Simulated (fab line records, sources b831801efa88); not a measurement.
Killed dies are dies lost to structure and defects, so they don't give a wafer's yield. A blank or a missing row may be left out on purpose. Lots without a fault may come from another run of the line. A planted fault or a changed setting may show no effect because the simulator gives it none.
Problem report in the 8D (eight disciplines) form, filled by code | flow sfq_line | the parts of the form that need people (team, actions taken, sign-off) are left out

1. THE PROBLEM
time_to_endpoint_s at SFQ_TRILAYER_I7_CMP_CMP_184 reads a mean of 286 s on 2 wafers of 2 lots; wafers without a fault read 212 s with a standard deviation of 6.3. That is +12 standard deviations from the usual mean.
The step: polishes SiO2.
First seen on wafer L665.6, day 82 06:47, on cmp-01. The record holds 42 wafers of 14 lots with a number at this step. Rule for "out", or "out of limits": more than 4 standard deviations from the usual mean. The other wafers with a number count as sound.

2. WHAT IT IS AND WHAT IT IS NOT
question                    | is                 | is not
which readings at this step | time_to_endpoint_s | head_pressure_psi
which lots                  | L665, L667         | L653, L654, L655, L657, L658, L659, L660, L662, L663, L664, L666, L668
which wafers of those lots  | L665.6, L667.6     | L665.3, L665.4, L667.1, L667.5
read on which tools         | cmp-01             | cmp-02
when                        | from day 82 06:47  | up to then (34 sound wafers); but 6 sound wafers of L666, L667, L668 came after

3. SUSPECTS, AND WHAT RULES EACH OUT
Counting: a tool at a process step up to the reading stays a suspect if it ran every lot that is out. Sound lots after the first of them don't rule it out here, since some wafers of a struck lot are sound.
- pvd_sputter-05 at SFQ_TRILAYER_R5_DEP_SPUTTER_132 (material Ti, target thk 5 nm, time 5 s): kept. It ran every lot that is out, first L665 (day 68 15:28); its last sound lot up to then is L662 (day 68 00:43).
- cmp-01 at SFQ_TRILAYER_I7_CMP_CMP_184 (polishes SiO2): kept. It ran every lot that is out, first L665 (day 82 05:17); its last sound lot up to then is L664 (day 82 03:17). Its own readings are out on those wafers: time_to_endpoint_s.
Left after counting: pvd_sputter-05 at SFQ_TRILAYER_R5_DEP_SPUTTER_132, cmp-01 at SFQ_TRILAYER_I7_CMP_CMP_184.

4. THE CAUSE (what the simulator had put in)
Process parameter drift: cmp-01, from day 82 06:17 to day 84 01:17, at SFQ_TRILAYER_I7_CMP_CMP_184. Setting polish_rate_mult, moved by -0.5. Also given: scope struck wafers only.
Counting left 2 suspects, and this tool is among them.

5. THE CHAIN OF EFFECTS, in route order
Each row: a reading whose mean over the struck wafers that have a number lies more than 3 standard deviations from the usual. Only readings for which the record gives a usual standard deviation are gone through. hours: the time from each lot's start at the first step in this table that gives one to its start at this step, as a median over the lots. sigmas: the change in usual standard deviations.
hours | step                                  | reading            | usual      | on struck wafers | change | sigmas
0     | SFQ_TRILAYER_I7_CMP_CMP_184           | time_to_endpoint_s | 212 s      | 286              | +74    | +12
1     | SFQ_TRILAYER_I7_METRO_MEASURE_185     | thk_nm             | 199.3 nm   | 306.8            | +107.5 | +99 or more
98    | SFQ_TRILAYER_I7_VIA_ETCH_VIA_ETCH_190 | oes_product_au     | 0.853 a.u. | 0.998            | +0.145 | +27
The process steps in it:
- SFQ_TRILAYER_I7_CMP_CMP_184: polishes SiO2.
- SFQ_TRILAYER_I7_METRO_MEASURE_185
- SFQ_TRILAYER_I7_VIA_ETCH_VIA_ETCH_190: etches SiO2 in CHF3, stops on Nb, target depth 260 nm.

6. WHAT WOULD HAVE CAUGHT IT SOONER
In this record the first reading out of limits was taken at day 82 06:47, 0 hours after the fault began at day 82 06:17.
